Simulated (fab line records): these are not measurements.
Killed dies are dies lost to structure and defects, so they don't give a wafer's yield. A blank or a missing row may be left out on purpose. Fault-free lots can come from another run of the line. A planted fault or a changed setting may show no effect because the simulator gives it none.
What tool caused it? + flow gf180mcu + Sampling: 6 lots, 18 wafers, 2 of 602 route steps

## WHAT THE GAUGES SHOWED, per wafer
GF_NWELL_TW_MEAS_11.
| lot  | measured    | on           | NWELL_TW                      |
|------|-------------|--------------|-------------------------------|
| L618 | day 3 16:45 | filmMetro-02 | 1587 1578 1575                |
| L621 | day 4 08:39 | filmMetro-01 | 1531 1528 1536                |
| L626 | day 5 16:18 | filmMetro-01 | 1527 1526 1529                |
| L630 | day 6 11:13 | filmMetro-04 | 1418 1414 1412 1427 1422 1416 |
| L636 | day 7 15:40 | filmMetro-04 | 1604 1611 1615                |
| L638 | day 8 02:09 | filmMetro-04 | 1605 1607 1608                |

## WHICH TOOL RAN EACH LOT (tool, then ch and the chambers of the sampled wafers, then the start)
| lot  | GF_NWELL_IMPLANT_08            |
|------|--------------------------------|
| L618 | implanter-02 ch 0, day 3 16:21 |
| L621 | implanter-02 ch 0, day 4 08:15 |
| L626 | implanter-01 ch 0, day 5 15:54 |
| L630 | implanter-02 ch 0, day 6 10:49 |
| L636 | implanter-04 ch 0, day 7 15:17 |
| L638 | implanter-01 ch 0, day 8 01:45 |
- GF_NWELL_IMPLANT_08

## THE ANSWER, worked out from the rows above alone
Rule: usual is defined by the lots themselves. Put in order of their means at a reading, lots are off if they are a third of the lots or fewer, leave a main group of 4 or more, and stand apart from it by a gap of 3 or more times the standard deviation of the main group's means; of several such gaps the widest counts. Not used: any main group whose means are identical at the precision the tables above print for the reading. A lot without any number at a reading at which 4 lots or more have one is off too. Where the step has rows for the other lots, those lots are counted as sound.
Off: L630, at GF_NWELL_TW_MEAS_11 (NWELL_TW). Mean 1571 and standard deviation 36 in the main group.
If a tool, at a process step before that reading, ran all the lots that are off and no sound lot after the first of them, it fits. Those tools and the gauges at GF_NWELL_TW_MEAS_11 are tried in the same way. One fits: GF_NWELL_IMPLANT_08 on implanter-02. Its last sound lot is L621 (day 4 08:15), its first lot that is off L630 (day 6 10:49): a fault that began between those two fits.

## WHAT WAS PUT IN BY THE SIMULATOR
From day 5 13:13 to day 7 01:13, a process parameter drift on implanter-02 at GF_NWELL_IMPLANT_08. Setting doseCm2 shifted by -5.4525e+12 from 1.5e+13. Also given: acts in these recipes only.
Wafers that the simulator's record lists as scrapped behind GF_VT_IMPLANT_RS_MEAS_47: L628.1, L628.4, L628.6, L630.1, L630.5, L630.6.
Lots struck among those shown: L630. The same result came from the rule above.
